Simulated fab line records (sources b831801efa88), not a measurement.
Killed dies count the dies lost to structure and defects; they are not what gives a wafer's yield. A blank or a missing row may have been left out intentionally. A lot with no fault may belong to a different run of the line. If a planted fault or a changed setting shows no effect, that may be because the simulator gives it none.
Matching of chambers :: flow sky130 :: rie_si-02 running SKY_FIELD_ISO_ETCH_17: 4 sister chambers
The step etches Si in HBr/Cl2/O2, target depth 342 nm, time 97.7 s. 14 wafers are shown with their chamber, then 7 later ones without.

## EACH WAFER AND ITS CHAMBER
wafer: L633.2
chamber: 3
oes_product_au (a.u.): 1.000
throttle_valve_pct (%): 25.664
rf_fwd_power_W (W): 597.7

wafer: L633.5
chamber: 2
oes_product_au (a.u.): 0.986
throttle_valve_pct (%): 25.657
rf_fwd_power_W (W): 599.4

wafer: L633.6
chamber: 3
oes_product_au (a.u.): 0.988
throttle_valve_pct (%): 25.656
rf_fwd_power_W (W): 598.4

wafer: L637.3
chamber: 0
oes_product_au (a.u.): 1.002
throttle_valve_pct (%): 25.661
rf_fwd_power_W (W): 599.6

wafer: L637.4
chamber: 2
oes_product_au (a.u.): 0.987
throttle_valve_pct (%): 25.661
rf_fwd_power_W (W): 597.7

wafer: L637.5
chamber: 2
oes_product_au (a.u.): 0.989
throttle_valve_pct (%): 25.661
rf_fwd_power_W (W): 596.5

wafer: L640.1
chamber: 1
oes_product_au (a.u.): 0.986
throttle_valve_pct (%): 25.670
rf_fwd_power_W (W): 595.2

wafer: L640.3
chamber: 3
oes_product_au (a.u.): 1.002
throttle_valve_pct (%): 25.661
rf_fwd_power_W (W): 599.0

wafer: L640.5
chamber: 0
oes_product_au (a.u.): 0.999
throttle_valve_pct (%): 25.654
rf_fwd_power_W (W): 597.5

wafer: L648.4
chamber: 1
oes_product_au (a.u.): 0.989
throttle_valve_pct (%): 25.665
rf_fwd_power_W (W): 592.7

wafer: L648.5
chamber: 2
oes_product_au (a.u.): 0.984
throttle_valve_pct (%): 25.670
rf_fwd_power_W (W): 596.9

wafer: L648.6
chamber: 0
oes_product_au (a.u.): 1.007
throttle_valve_pct (%): 25.664
rf_fwd_power_W (W): 596.6

wafer: L649.1
chamber: 3
oes_product_au (a.u.): 0.987
throttle_valve_pct (%): 25.653
rf_fwd_power_W (W): 591.6

wafer: L649.4
chamber: 1
oes_product_au (a.u.): 0.979
throttle_valve_pct (%): 25.672
rf_fwd_power_W (W): 595.9

SIGNATURES, as means of the wafers listed above
reading: oes_product_au
chamber 0: 1.00267
chamber 1: 0.98467
chamber 2: 0.98650
chamber 3: 0.99425
scatter within a chamber: 0.00532

reading: throttle_valve_pct
chamber 0: 25.65967
chamber 1: 25.66900
chamber 2: 25.66225
chamber 3: 25.65850
scatter within a chamber: 0.00492

reading: rf_fwd_power_W
chamber 0: 597.900
chamber 1: 594.600
chamber 2: 597.625
chamber 3: 596.675
scatter within a chamber: 2.25
Rule: a wafer's distance from a chamber is the root of the sum, over the readings, of the square of ((its reading less the chamber's mean) divided by the reading's scatter). If the next closest chamber is less than 2 further off than the closest, the wafer can't be placed; otherwise it belongs to the closest. The scatter: take each reading less its chamber's mean, square it, sum over the shown wafers, divide by the number of wafers less the number of chambers, and take the root.

## WAFERS WITHOUT THEIR CHAMBER
wafer: L649.5
oes_product_au (a.u.): 0.990
throttle_valve_pct (%): 25.667
rf_fwd_power_W (W): 593.0

wafer: L653.2
oes_product_au (a.u.): 0.990
throttle_valve_pct (%): 25.656
rf_fwd_power_W (W): 593.4

wafer: L653.3
oes_product_au (a.u.): 0.982
throttle_valve_pct (%): 25.647
rf_fwd_power_W (W): 598.3

wafer: L653.6
oes_product_au (a.u.): 0.985
throttle_valve_pct (%): 25.654
rf_fwd_power_W (W): 599.6

wafer: L655.1
oes_product_au (a.u.): 0.987
throttle_valve_pct (%): 25.673
rf_fwd_power_W (W): 595.0

wafer: L655.3
oes_product_au (a.u.): 0.988
throttle_valve_pct (%): 25.678
rf_fwd_power_W (W): 597.7

wafer: L655.4
oes_product_au (a.u.): 0.970
throttle_valve_pct (%): 25.679
rf_fwd_power_W (W): 594.5

## THE CHAMBER EACH PASSED THROUGH
wafer: L649.5
from the rows above: can't be placed: 1 or 2 or 3
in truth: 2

wafer: L653.2
from the rows above: can't be placed: 3 or 2 or 1 or 0
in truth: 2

wafer: L653.3
from the rows above: can't be placed: 2 or 3 or 0 or 1
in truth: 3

wafer: L653.6
from the rows above: can't be placed: 2 or 3 or 0 or 1
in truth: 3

wafer: L655.1
from the rows above: can't be placed: 1 or 2
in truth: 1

wafer: L655.3
from the rows above: can't be placed: 1 or 2 or 3
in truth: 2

wafer: L655.4
from the rows above: can't be placed: 1 or 2
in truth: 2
Correct placement for 0 of the 7. From these rows, 7 cannot be placed; in 7 the true chamber is one of the candidates. Wrongly placed: 0.
